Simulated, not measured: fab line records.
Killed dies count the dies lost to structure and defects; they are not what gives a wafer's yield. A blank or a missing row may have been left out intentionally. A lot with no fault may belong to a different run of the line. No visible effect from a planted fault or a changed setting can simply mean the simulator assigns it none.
A struck lot beside a sound one -- flow sky130 -- 35 steps out of a route of 708
Sound: these wafers, L969.1, L969.2, L969.4. Wafers struck: L983.2, L983.3, L983.5. The cause is named last.
For every step that has rows: the tool of each side, followed by ch and its chambers, followed by its first start. Under that, the readings that differ: sound wafers -- struck wafers -- difference of the means -- sigmas: that difference in standard deviations of wafers without a fault.
alike: same words and numbers on both sides, and readings whose means sit less than 2 such deviations apart. not compared: any withheld reading, any reading some wafer has no value for, any bound like >300 that may hide the same value, and any number with overlapping values for which the record gives no deviation.
A row with sigmas, a row that says differs or no value, or rows on one side alone: a step with any of these is where the two part. Numbers that don't overlap but have no deviation are shown without sigmas and don't part them. A reading that every wafer of one side lacks parts them only if that side has two wafers or more.

SKY_SD_P_CD_MEAS_07: the cd target is 380 nm.
  sound on cd sem-02 at day 26 23:29; struck on cd sem-02 at day 31 19:57
  alike: cd nm
SKY_SD_P_OVL_MEAS_08:
  sound on overlay-01 at day 26 23:36; struck on overlay-02 at day 31 20:04
  alike: SD_P_OVL
following that, these wafers have no rows for 1 step: SKY_SD_P_IMPLANT_09.
SKY_SD_P_STRIP_10: strips in O2/N2.
  sound on plasma asher-04 ch 0,1, day 26 23:47; struck on plasma asher-04 ch 0,1, day 31 20:14
  alike: chamber pressure mTorr, drypump motor current A, oes product au, strip time to endpoint s
  not compared: rf hours counter h
SKY_SD_P_TW_MEAS_11:
  sound on film metro-04 at day 26 23:53; struck on film metro-01 at day 31 20:21
  alike: SD_P_TW
then, 3 steps without rows for these wafers: SKY_RES_XHIGH_DEHYDRATE_00 (time 60 s); SKY_RES_XHIGH_HMDS_01 (prime time 60 s); SKY_RES_XHIGH_COAT_02 (resist thk 1140 nm).
SKY_RES_XHIGH_SOFTBAKE_03: time 61.26 s.
  sound on litho track-01 ch 0, day 27 14:02; struck on litho track-02 ch 0, day 32 09:39
  alike: plate sensor t centre C, plate sensor t edge C
then, 3 steps without rows for these wafers: SKY_RES_XHIGH_EXPOSE_04 (exposes mask URPM, target cd 1270 nm); SKY_RES_XHIGH_PEB_05; SKY_RES_XHIGH_DEVELOP_06 (develop time 60 s).
SKY_RES_XHIGH_IMPLANT_07:
  sound on implanter-04 ch 0, day 28 03:56; struck on implanter-03 ch 0, day 32 23:33
reading,sound,struck,difference,sigmas
dose ions cm2,3.6e+14 3.604e+14 3.604e+14,3.954e+14 3.957e+14 3.957e+14,+3.533e+13,+86
  alike: beam on s
SKY_RES_XHIGH_STRIP_08: strips in O2/N2.
  sound on plasma asher-01 ch 0,1, day 28 04:05; struck on plasma asher-01 ch 1, day 32 23:41
  alike: chamber pressure mTorr, drypump motor current A, oes product au, strip time to endpoint s
  not compared: rf hours counter h
SKY_RES_XHIGH_TW_MEAS_09:
  sound on film metro-04 at day 28 04:11; struck on film metro-04 at day 32 23:47
reading,sound,struck,difference,sigmas
RES_XHIGH_TW,1633 1643 1645,1692 1692 1696,+53,+3
then, 7 steps without rows for these wafers: SKY_SD_N_DEHYDRATE_00 (time 60 s); SKY_SD_N_HMDS_01 (prime time 60 s); SKY_SD_N_COAT_02 (resist thk 1140 nm); SKY_SD_N_SOFTBAKE_03 (time 60 s); SKY_SD_N_EXPOSE_04 (exposes mask NSDM, target cd 380 nm); SKY_SD_N_PEB_05; SKY_SD_N_DEVELOP_06 (develop time 60 s).
SKY_SD_N_CD_MEAS_07: the cd target is 380 nm.
  sound on cd sem-01 at day 29 08:29; struck on cd sem-02 at day 34 02:10
reading,sound,struck,difference,sigmas
cd nm (nm),374.4 376.6 376.4,381.0 380.7 382.1,+5.5,+2
SKY_SD_N_OVL_MEAS_08:
  sound on overlay-01 at day 29 08:36; struck on overlay-02 at day 34 02:16
  alike: SD_N_OVL
then, 2 steps without rows for these wafers: SKY_SD_N_IMPLANT_09; SKY_SD_N_IMPLANT_10.
SKY_SD_N_STRIP_11: strips in O2/N2.
  sound on plasma asher-02 ch 0,1, day 29 08:56; struck on plasma asher-03 ch 0,1, day 34 02:36
  alike: chamber pressure mTorr, drypump motor current A, oes product au, strip time to endpoint s
  not compared: rf hours counter h
SKY_SD_N_TW_MEAS_12:
  sound on film metro-01 at day 29 09:02; struck on film metro-01 at day 34 02:43
  alike: SD_N_TW
then, 1 step without rows for these wafers: SKY_SD_N_CLEAN_13 (cleans in SC1/SC2, time 150 s).
SKY_SD_N_RTA_14: time 2 s.
  sound on rtp anneal-02 ch 0, day 29 09:08; struck on rtp anneal-02 ch 0, day 34 02:49
  alike: lamp power pct, wafer_temp_C_max
SKY_SD_N_RS_MEAS_16: uses a four-point probe to measure.
  sound on film metro-04 at day 29 09:19; struck on film metro-03 at day 34 03:00
  alike: SD_N_RS
SKY_SD_N_RS_MEAS_17: uses a four-point probe to measure.
  sound on film metro-04 at day 29 09:26; struck on film metro-03 at day 34 03:07
  alike: SD_P_RS
SKY_SD_N_RS_MEAS_18: uses a four-point probe to measure.
  sound on film metro-04 at day 29 09:34; struck on film metro-03 at day 34 03:14
reading,sound,struck,difference,sigmas
RES_XHIGH_RS (ohm/sq),331.9 332.0 331.4,306.1 306.2 306.7,-25.4,-25
then, 1 step without rows for these wafers: SKY_SALICIDE_CLEAN_00 (cleans in HF-last, time 30 s).
-- the record jumps here: 16 days lie between the struck wafers' starts before and after (it left off in module SALICIDE and takes up again in module PAD_OPEN, whose first step shown is number 708 of the route) --
SKY_PAD_OPEN_PROBE_99:
  sound on prober-01 at day 46 17:43; struck on prober-01 at day 49 23:52
reading,sound,struck,difference,sigmas
killed at front end,17 19 25,13 13 12,-8,-2
model.etest.res xhigh po.line ohm um,5698 5531 5511,4689 4776 4657,-873,
model.etest.res xhigh po.rs ohm sq,1999 1959 1932,1627 1625 1634,-335,
  alike: killed_at_M0_to_M3, killed_at_M4_up, killed at contacts, killed at other, killed dies, killed open, killed short

WHERE THEY PART
Earliest at SKY_RES_XHIGH_IMPLANT_07; latest, in this record, at SKY_PAD_OPEN_PROBE_99.

WHY: whatever the simulator had introduced
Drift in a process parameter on implanter-03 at SKY_RES_XHIGH_IMPLANT_07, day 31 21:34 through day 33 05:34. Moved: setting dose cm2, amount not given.
